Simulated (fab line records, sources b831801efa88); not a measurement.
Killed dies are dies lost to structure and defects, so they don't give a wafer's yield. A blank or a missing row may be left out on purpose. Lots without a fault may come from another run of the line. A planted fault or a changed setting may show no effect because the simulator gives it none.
Which tool did it? | flow sky130 | 6 lots, 18 wafers sampled, at 2 steps of a route of 708

WHAT THE GAUGES READ, wafer by wafer
SKY_VT_ADJUST_HVTR_TW_MEAS_11.
lot  | measured     | on            | VT_ADJUST_HVTR_TW
L528 | day 10 03:16 | film_metro-02 | 210.4 210.6 211.2
L530 | day 10 20:55 | film_metro-03 | 206.4 206.5 206.5
L533 | day 11 13:05 | film_metro-04 | 212.3 211.8 211.6
L535 | day 12 06:47 | film_metro-04 | 211.7 211.3 213.3
L538 | day 13 03:53 | film_metro-03 | 207.4 206.4 207.4
L544 | day 15 17:32 | film_metro-02 | 258.4 259.1 259.1

WHICH TOOL RAN EACH LOT (tool, then ch and the chambers of the sampled wafers, then the start)
lot  | SKY_VT_ADJUST_HVTR_IMPLANT_09
L528 | implanter-03 ch 0, day 10 03:01
L530 | implanter-02 ch 0, day 10 20:40
L533 | implanter-02 ch 0, day 11 12:51
L535 | implanter-01 ch 0, day 12 06:33
L538 | implanter-02 ch 0, day 13 03:40
L544 | implanter-03 ch 0, day 15 17:00
- SKY_VT_ADJUST_HVTR_IMPLANT_09

THE ANSWER, worked out from the rows above alone
Rule: what is usual is taken from the lots themselves. Put in order of their means at a reading, lots are off if they are a third of the lots or fewer, leave a main group of 4 or more, and stand apart from it by a gap of 3 or more times the standard deviation of the main group's means; of several such gaps the widest counts. A main group whose means are all the same, to the digits that the tables above print for the reading, isn't used. A lot without any number at a reading at which 4 lots or more have one is off too. The other lots that the step has rows for count as sound.
Off: L544, at SKY_VT_ADJUST_HVTR_TW_MEAS_11 (VT_ADJUST_HVTR_TW). The main group: mean 209.7, standard deviation 2.4.
A tool fits if, at a process step before that reading, it ran every lot that is off, and no sound lot after the first of them. The gauges at SKY_VT_ADJUST_HVTR_TW_MEAS_11 are tried like those tools. Can't be told from this: 2 tools fit, implanter-03 at SKY_VT_ADJUST_HVTR_IMPLANT_09, film_metro-02 at SKY_VT_ADJUST_HVTR_TW_MEAS_11.

WHAT THE SIMULATOR HAD PUT IN
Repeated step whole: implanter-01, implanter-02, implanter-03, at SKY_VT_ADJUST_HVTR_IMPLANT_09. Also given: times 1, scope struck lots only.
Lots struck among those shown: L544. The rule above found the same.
